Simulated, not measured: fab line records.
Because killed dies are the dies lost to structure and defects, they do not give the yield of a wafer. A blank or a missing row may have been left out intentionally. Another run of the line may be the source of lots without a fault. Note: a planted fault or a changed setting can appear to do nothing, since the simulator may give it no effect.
fab line records	flow sky130
record lots=12	wafers=36	last_day=50
route steps=708 shown RES_PROTECT@215 POLY_GATE@227 LDD_HVN@275 PAD_OPEN@708
lots with no fault: from the same line, run without faults
start_h: start of the lot's first displayed wafer, in hours after the record's first day	wait_h: hours from the lot's prior step to this one	" the same as in the row above	L1.1+2: a single row standing in for several wafers	- no value present, or no start provided	* or withheld: withheld	< > ~ a bound
route shown NAME@n: NAME is a module with steps in the file, n the number in the route of the first one	usual: the fault-free wafers' mean and standard deviation	same: alike in all rows	chamber/n: place in a boat	sites: readings site by site	_std_site: the standard deviation of these	_edge_site: the outer-site mean with the inner-site mean subtracted	radius_mm: for every site, how far away it sits from the centre of the wafer	mask NAME#n: copy n	behind: the most recent tool/chamber to have shaped the wafer	hold: why the lot went on hold/how many hours it stayed there/how the hold came to an end	device: the n, p or np transistor that did not switch	end of line: tests of these same wafers at the route's end	a step given without rows: its recipe and nothing more	killed: count of dies lost to structure and defects at first sort (not the wafer's yield)	map: the dies of a wafer, with x for killed, . for not killed, _ for no die there
set.NAME: the run value of the setting; set.NAME@STEP: its run value at that earlier step	model.NAME: the simulator's own value behind a step, which no gauge read
a sample of lots followed through the steps of the route, with each step as a table and each wafer as a row
services: from which hour (start_h, from the record's first day; less than 0 if before it) a tool's chamber was out of use, for how many hours, and why
## steps
# step SKY_RES_PROTECT_TW_MEAS_08
# usual POLY_GATE_TW=4021/25
lot.wafer	tool	chamber	start_h	wait_h	POLY_GATE_TW
L263.2	film_metro-03	-	332.49	0.1	4036
L263.3	"	-	"	"	4028
L263.6	"	-	"	"	4022
L264.2	film_metro-03	-	349.74	0.1	4019
L264.3	"	-	"	"	4025
L264.6	"	-	"	"	4009
L268.2	film_metro-03	-	383.74	0.1	4035
L268.4	"	-	"	"	4050
L268.5	"	-	"	"	4045
L272.1	film_metro-03	-	414.53	0.1	4072
L272.5	"	-	"	"	4078
L272.6	"	-	"	"	4065
L273.3	film_metro-03	-	423.15	0.1	4049
L273.5	"	-	"	"	4051
L273.6	"	-	"	"	4060
L275.3	film_metro-03	-	441.50	0.1	3979
L275.4	"	-	"	"	4005
L275.5	"	-	"	"	4022
L277.3	film_metro-04	-	457.75	0.1	3999
L277.4	"	-	"	"	4008
L277.6	"	-	"	"	4024
L279.4	film_metro-03	-	487.06	0.1	4048
L279.5	"	-	"	"	4065
L279.6	"	-	"	"	4030
L280.1	film_metro-02	-	491.53	0.1	4016
L280.3	"	-	"	"	4028
L280.5	"	-	"	"	4012
L281.1	film_metro-03	-	496.98	0.1	4051
L281.3	"	-	"	"	4020
L281.5	"	-	"	"	4051
L284.3	film_metro-03	-	521.95	0.1	4023
L284.4	"	-	"	"	4036
L284.5	"	-	"	"	4004
L285.1	film_metro-02	-	530.73	0.1	4071
L285.3	"	-	"	"	4043
L285.6	"	-	"	"	4047
# step SKY_POLY_GATE_CD_MEAS_13
# recipe target_cd_nm=150
# usual cd_nm=150.1/1.4
lot.wafer	tool	chamber	start_h	wait_h	cd_nm
L263.2	cd_sem-02	-	362.91	-	152.8
L263.3	"	-	"	"	152.4
L263.6	"	-	"	"	151.2
L264.2	cd_sem-01	-	380.00	-	150.1
L264.3	"	-	"	"	149.2
L264.6	"	-	"	"	148.8
L268.2	cd_sem-02	-	415.31	-	149.8
L268.4	"	-	"	"	148.7
L268.5	"	-	"	"	149.6
L272.1	cd_sem-01	-	449.09	-	151.9
L272.5	"	-	"	"	151.6
L272.6	"	-	"	"	152.1
L273.3	cd_sem-02	-	456.27	-	147.3
L273.5	"	-	"	"	147.6
L273.6	"	-	"	"	148.0
L275.3	cd_sem-01	-	476.82	-	151.9
L275.4	"	-	"	"	151.7
L275.5	"	-	"	"	151.8
L277.3	cd_sem-02	-	491.02	-	149.3
L277.4	"	-	"	"	148.5
L277.6	"	-	"	"	148.6
L279.4	cd_sem-02	-	519.95	-	151.0
L279.5	"	-	"	"	151.8
L279.6	"	-	"	"	150.7
L280.1	cd_sem-02	-	524.03	-	150.3
L280.3	"	-	"	"	152.1
L280.5	"	-	"	"	151.3
L281.1	cd_sem-01	-	529.03	-	150.5
L281.3	"	-	"	"	150.2
L281.5	"	-	"	"	150.9
L284.3	cd_sem-02	-	557.22	-	149.8
L284.4	"	-	"	"	148.3
L284.5	"	-	"	"	150.0
L285.1	cd_sem-02	-	562.28	-	149.0
L285.3	"	-	"	"	149.1
L285.6	"	-	"	"	148.7
# step SKY_POLY_GATE_ETCH_16
# recipe stop_on=poly-Si	chemistry=CH3F/O2	target=Si3N4	source_w=400	bias_w=80	pressure_mtorr=25	ch3f_flow_sccm=40	O2_flow_sccm=30	time_s=147.5	target_depth_a=750
# usual O2_flow_sccm=30.00/0.099	chamber_pressure_mTorr=24.998/0.024	drypump_motor_current_A=5.6/0.37	oes_product_au=0.640/0.0049	throttle_valve_pct=10.535/0.01
lot.wafer	tool	chamber	start_h	wait_h	O2_flow_sccm	chamber_pressure_mTorr	drypump_motor_current_A	oes_product_au	rf_hours_counter_h	throttle_valve_pct
L263.2	rie_diel-02	0	363.13	0.0	29.95	25.016	6.2	0.628	93	10.544
L263.3	"	2	"	"	30.03	25.025	5.8	0.634	50	10.554
L263.6	"	2	"	"	29.84	25.010	5.8	0.634	-	10.527
L264.2	rie_diel-03	3	380.22	0.0	30.06	25.017	5.6	0.636	2	10.543
L264.3	"	2	"	"	29.98	25.001	4.8	0.647	96	10.532
L264.6	"	1	"	"	30.16	25.015	5.5	0.644	-	10.534
L268.2	rie_diel-03	1	415.53	0.0	30.06	25.030	5.6	0.642	34	10.538
L268.4	"	3	"	"	30.02	25.003	5.6	0.646	3	10.549
L268.5	"	2	"	"	29.83	24.980	4.8	0.642	-	10.529
L272.1	rie_diel-02	0	449.33	0.0	30.05	24.986	6.2	0.636	95	10.533
L272.5	"	3	"	"	29.92	25.017	5.3	0.643	-	10.525
L272.6	"	2	"	"	30.04	25.006	5.9	0.646	-	10.512
L273.3	rie_diel-03	3	456.47	0.0	30.03	25.022	5.6	0.642	4	10.526
L273.5	"	3	"	"	30.02	25.013	5.6	0.635	-	10.551
L273.6	"	0	"	"	30.03	24.990	6.4	0.646	-	10.546
L275.3	rie_diel-04	0	477.02	0.0	30.16	24.974	5.7	0.633	76	10.535
L275.4	"	3	"	"	30.12	24.976	5.4	0.640	12	10.541
L275.5	"	1	"	"	29.98	25.039	5.7	0.634	-	10.538
L277.3	rie_diel-02	1	491.31	0.1	30.01	25.016	5.9	0.639	-	10.525
L277.4	"	3	"	"	30.16	24.977	5.3	0.641	-	10.531
L277.6	"	3	"	"	30.04	25.026	5.3	0.632	-	10.533
L279.4	rie_diel-03	1	520.13	0.0	29.89	25.015	5.6	0.637	37	10.535
L279.5	"	1	"	"	30.04	24.976	5.6	0.634	-	10.540
L279.6	"	2	"	"	29.94	24.990	4.8	0.649	-	10.534
L280.1	rie_diel-04	1	524.27	0.0	29.88	24.981	5.7	0.639	10	10.529
L280.3	"	2	"	"	30.07	24.976	5.6	0.647	63	10.533
L280.5	"	2	"	"	30.15	25.008	5.6	0.643	-	10.541
L281.1	rie_diel-03	2	529.27	0.0	30.04	25.005	4.8	0.639	1	10.538
L281.3	"	3	"	"	30.06	25.020	5.6	0.637	5	10.514
L281.5	"	2	"	"	30.03	25.062	4.8	0.642	-	10.515
L284.3	rie_diel-04	0	557.42	0.0	29.93	24.971	5.7	0.639	78	10.528
L284.4	"	1	"	"	30.02	24.973	5.7	0.639	11	10.541
L284.5	"	0	"	"	30.09	24.995	5.6	0.635	-	10.518
L285.1	rie_diel-02	0	562.52	0.0	30.09	24.989	6.2	0.640	1	10.534
L285.3	"	3	"	"	30.21	25.014	5.3	0.638	3	10.544
L285.6	"	0	"	"	29.88	24.973	6.2	0.635	-	10.530
# step SKY_LDD_HVN_IMPLANT_08
# recipe species=P	energy_kev=60	dose_cm2=3e+13	tilt_deg=40
# usual end_station_pressure_torr=5.14e-06/2.8e-07
lot.wafer	tool	chamber	start_h	wait_h	end_station_pressure_torr
L263.2	implanter-02	0	458.64	0.0	4.46e-06
L263.3	"	0	"	"	4.74e-06
L263.6	"	0	"	"	5.52e-06
L263.2	implanter-02	0	458.96	0.3	5.29e-06
L263.3	"	0	"	"	4.79e-06
L263.6	"	0	"	"	5.44e-06
L264.2	implanter-03	0	475.14	0.0	5.64e-06
L264.3	"	0	"	"	4.76e-06
L264.6	"	0	"	"	4.92e-06
L268.2	implanter-01	0	513.69	0.0	5.08e-06
L268.4	"	0	"	"	4.94e-06
L268.5	"	0	"	"	5.06e-06
L272.1	implanter-01	0	544.67	0.0	4.93e-06
L272.5	"	0	"	"	5.55e-06
L272.6	"	0	"	"	4.84e-06
L272.1	implanter-01	0	544.98	0.3	5.32e-06
L272.5	"	0	"	"	4.52e-06
L272.6	"	0	"	"	4.77e-06
L273.3	implanter-02	0	551.42	0.1	5.26e-06
L273.5	"	0	"	"	4.81e-06
L273.6	"	0	"	"	5.21e-06
L273.3	implanter-01	0	551.99	0.5	5.38e-06
L273.5	"	0	"	"	5.02e-06
L273.6	"	0	"	"	5.19e-06
L275.3	implanter-02	0	570.97	0.1	5.25e-06
L275.4	"	0	"	"	4.82e-06
L275.5	"	0	"	"	5.58e-06
L277.3	implanter-01	0	583.77	0.1	5.01e-06
L277.4	"	0	"	"	4.98e-06
L277.6	"	0	"	"	5.03e-06
L279.4	implanter-02	0	613.19	0.1	5.01e-06
L279.5	"	0	"	"	5.64e-06
L279.6	"	0	"	"	4.75e-06
L280.1	implanter-03	0	615.52	0.0	4.69e-06
L280.3	"	0	"	"	5.17e-06
L280.5	"	0	"	"	5.53e-06
L281.1	implanter-03	0	621.36	0.0	5.3e-06
L281.3	"	0	"	"	4.78e-06
L281.5	"	0	"	"	4.61e-06
L284.3	implanter-02	0	647.97	0.1	5.39e-06
L284.4	"	0	"	"	4.9e-06
L284.5	"	0	"	"	5.36e-06
L285.1	implanter-02	0	653.31	0.0	4.99e-06
L285.3	"	0	"	"	5.12e-06
L285.6	"	0	"	"	5.5e-06
# step SKY_LDD_HVN_TW_MEAS_10
# usual LDD_HVN_TW=1432/7.4
lot.wafer	tool	chamber	start_h	wait_h	LDD_HVN_TW
L263.2	film_metro-04	-	459.19	0.1	1773
L263.3	"	-	"	"	1770
L263.6	"	-	"	"	1768
L264.2	film_metro-04	-	475.38	0.1	1420
L264.3	"	-	"	"	1423
L264.6	"	-	"	"	1426
L268.2	film_metro-04	-	513.93	0.1	1426
L268.4	"	-	"	"	1419
L268.5	"	-	"	"	1423
L272.1	film_metro-04	-	545.23	0.1	1773
L272.5	"	-	"	"	1781
L272.6	"	-	"	"	1780
L273.3	film_metro-01	-	552.31	0.2	1787
L273.5	"	-	"	"	1789
L273.6	"	-	"	"	1782
L275.3	film_metro-02	-	571.19	0.1	1437
L275.4	"	-	"	"	1431
L275.5	"	-	"	"	1426
L277.3	film_metro-04	-	583.99	0.1	1437
L277.4	"	-	"	"	1427
L277.6	"	-	"	"	1433
L279.4	film_metro-04	-	613.40	0.1	1421
L279.5	"	-	"	"	1422
L279.6	"	-	"	"	1428
L280.1	film_metro-01	-	615.77	0.1	1437
L280.3	"	-	"	"	1442
L280.5	"	-	"	"	1432
L281.1	film_metro-01	-	621.63	0.1	1438
L281.3	"	-	"	"	1444
L281.5	"	-	"	"	1431
L284.3	film_metro-02	-	648.19	0.1	1433
L284.4	"	-	"	"	1432
L284.5	"	-	"	"	1424
L285.1	film_metro-01	-	653.56	0.1	1436
L285.3	"	-	"	"	1435
L285.6	"	-	"	"	1437
# step SKY_PAD_OPEN_PROBE_99
# usual killed_at_M0_to_M3=45/6.8	killed_at_M4_up=3.0/1.7	killed_at_contacts=25/5.7	killed_at_front_end=15/4.6	killed_at_other=0.3/0.66	killed_dies=88/9.5	killed_open=48/7.3	killed_short=39/6.5
# same gross_dies=492	killed_at_back_side=0
lot.wafer	tool	chamber	start_h	wait_h	killed_at_M0_to_M3	killed_at_M4_up	killed_at_contacts	killed_at_front_end	killed_at_other	killed_dies	killed_open	killed_short
L275.4	prober-02	-	1142.45	0.2	45	3	29	21	0	98	51	47
L277.3	prober-02	-	1154.20	0.2	38	0	21	18	0	77	41	36
L277.4	prober-02	-	1154.25	0.2	33	0	27	16	0	76	40	36
L277.6	prober-02	-	1154.35	0.2	56	0	20	17	1	94	59	35
L279.4	prober-02	-	1170.75	0.2	40	2	22	16	2	82	44	35
L279.5	prober-02	-	1170.80	0.2	37	1	24	14	2	78	41	32
L279.6	prober-02	-	1170.85	0.2	47	1	24	26	4	102	55	43
L280.1	prober-01	-	1172.70	0.1	43	1	20	14	0	78	46	32
L280.3	prober-01	-	1172.80	0.2	42	3	27	14	0	86	42	44
L280.5	prober-01	-	1172.90	0.2	44	1	36	16	0	97	53	44
L281.1	prober-02	-	1174.81	0.1	43	2	24	10	0	79	39	38
L281.3	prober-02	-	1174.91	0.2	41	5	32	21	0	99	51	47
L281.5	prober-02	-	1175.01	0.2	50	4	27	16	0	97	49	48
# killed by level:class
L275.4 CONTACT:geometric_particle:open=11 VIA1:geometric_particle:open=9 METAL2:geometric_particle:short=7 LI_CONTACT:geometric_particle:open=6 VIA3:geometric_particle:open=6 VIA1:geometric_particle:short=6 POLY_GATE:geometric_particle:short=5 LOCAL_INTERCONNECT:geometric_particle:short=5
L277.3 VIA2:geometric_particle:open=8 VIA1:geometric_particle:short=8 CONTACT:geometric_particle:open=7 VIA1:geometric_particle:open=7 FIELD_ISO:geometric_particle:short=5 LI_CONTACT:geometric_particle:open=5 LOCAL_INTERCONNECT:geometric_particle:short=5 VIA3:geometric_particle:open=5
L277.4 CONTACT:geometric_particle:open=10 METAL1:geometric_particle:short=7 LI_CONTACT:geometric_particle:open=7 VIA2:geometric_particle:open=7 VIA1:geometric_particle:open=6 LOCAL_INTERCONNECT:geometric_particle:short=5 CONTACT:geometric_particle:short=5 FIELD_ISO:geometric_particle:short=4
L277.6 VIA1:geometric_particle:open=13 VIA3:geometric_particle:open=10 LI_CONTACT:geometric_particle:open=8 VIA2:geometric_particle:open=7 METAL1:geometric_particle:short=7 CONTACT:geometric_particle:open=6 VIA1:geometric_particle:short=6 FIELD_ISO:geometric_particle:open=4
L279.4 VIA1:geometric_particle:open=8 VIA2:geometric_particle:open=7 LI_CONTACT:geometric_particle:open=6 CONTACT:geometric_particle:short=6 POLY_GATE:geometric_particle:short=5 CONTACT:geometric_particle:open=5 METAL1:geometric_particle:short=5 VIA1:geometric_particle:short=5
L279.5 LI_CONTACT:geometric_particle:open=9 VIA2:geometric_particle:open=9 POLY_GATE:geometric_particle:open=6 VIA1:geometric_particle:short=6 FIELD_ISO:geometric_particle:short=4 LOCAL_INTERCONNECT:geometric_particle:short=4 CONTACT:geometric_particle:open=4 METAL1:geometric_particle:short=4
L279.6 VIA1:geometric_particle:open=13 LI_CONTACT:geometric_particle:open=9 FIELD_ISO:geometric_particle:open=7 FIELD_ISO:geometric_particle:short=7 VIA3:geometric_particle:open=7 VIA3:geometric_particle:short=7 CONTACT:geometric_particle:open=5 VIA1:geometric_particle:short=5
L280.1 LI_CONTACT:geometric_particle:open=10 VIA1:geometric_particle:short=8 VIA3:geometric_particle:open=8 VIA1:geometric_particle:open=7 CONTACT:geometric_particle:open=5 VIA2:geometric_particle:open=5 FIELD_ISO:geometric_particle:open=4 FIELD_ISO:geometric_particle:short=3
L280.3 CONTACT:geometric_particle:open=10 LOCAL_INTERCONNECT:geometric_particle:short=7 VIA1:geometric_particle:short=6 VIA3:geometric_particle:open=5 METAL1:geometric_particle:short=5 VIA1:geometric_particle:open=5 VIA2:geometric_particle:open=5 VIA3:geometric_particle:short=5
L280.5 CONTACT:geometric_particle:open=13 LI_CONTACT:geometric_particle:open=10 VIA3:geometric_particle:open=8 METAL1:geometric_particle:short=7 VIA1:geometric_particle:open=6 VIA3:geometric_particle:short=6 FIELD_ISO:geometric_particle:short=5 LI_CONTACT:geometric_particle:short=5
L281.1 METAL1:geometric_particle:short=8 LI_CONTACT:geometric_particle:open=6 METAL2:geometric_particle:short=6 VIA3:geometric_particle:open=6 CONTACT:geometric_particle:open=5 VIA1:geometric_particle:short=5 CONTACT:geometric_particle:short=5 VIA1:geometric_particle:open=5
L281.3 LI_CONTACT:geometric_particle:open=13 CONTACT:geometric_particle:open=10 POLY_GATE:geometric_particle:open=7 METAL1:geometric_particle:short=7 VIA1:geometric_particle:short=7 FIELD_ISO:geometric_particle:short=6 VIA2:geometric_particle:open=4 LOCAL_INTERCONNECT:geometric_particle:short=4
L281.5 VIA1:geometric_particle:open=15 LI_CONTACT:geometric_particle:open=8 CONTACT:geometric_particle:open=8 METAL1:geometric_particle:short=6 POLY_GATE:geometric_particle:short=5 VIA1:geometric_particle:short=5 METAL2:geometric_particle:short=5 FIELD_ISO:geometric_particle:short=4
## services
tool	chamber	start_h	hours	kind
implanter-02	-	341.03	1.8	repair
rie_diel-04	2	341.58	7.6	repair
rie_diel-03	2	366.89	10.1	repair
rie_diel-03	0	379.24	5.6	repair
implanter-02	-	384.42	2.7	repair
rie_diel-02	-	402.74	0.2	repair
rie_diel-04	1	420.38	10.1	repair
rie_diel-03	0	446.75	5.3	repair
implanter-01	-	449.56	2.8	pm
implanter-01	-	453.21	3.6	repair
rie_diel-02	2	486.40	5.6	repair
implanter-03	-	494.88	80.7	pm
rie_diel-02	-	497.50	2.3	repair
implanter-01	-	499.41	2.7	repair
implanter-02	-	521.89	2.9	repair
rie_diel-03	3	548.94	8.1	repair
implanter-01	-	553.01	3.3	repair
implanter-02	-	556.36	4.4	pm
implanter-03	-	575.57	2.2	pm
rie_diel-02	3	591.13	3.0	repair
rie_diel-02	-	610.25	2.8	pm
implanter-01	-	618.34	5.1	repair
rie_diel-04	2	643.23	10.0	repair
implanter-01	-	652.65	2.7	repair
## key
first_sign step=SKY_LDD_HVN_IMPLANT_08	reading=visit	direction=added
effect step=SKY_LDD_HVN_TW_MEAS_10	reading=LDD_HVN_TW	direction=up	sigmas=47	usual=1432	struck=1778
met_at SKY_LDD_HVN_IMPLANT_08
struck_lots L263,L272,L273
tester_left_out L263,L272,L273
not_acting_at SKY_RES_PROTECT_TW_MEAS_08,SKY_POLY_GATE_CD_MEAS_13,SKY_POLY_GATE_ETCH_16
fault kind=repeated_step_whole	tool=implanter-01,implanter-02,implanter-03	chamber=-	onset_h=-	steps=SKY_LDD_HVN_IMPLANT_08	times=1	scope=struck_lots_only
# tester_left_out: of these lots the tester's yield and bins aren't shown, on N5 and GAA mostly nor the transistor test; their killed dies are dies lost to structure and defects alone, not to doping, threshold or leakage, so they don't give the yield
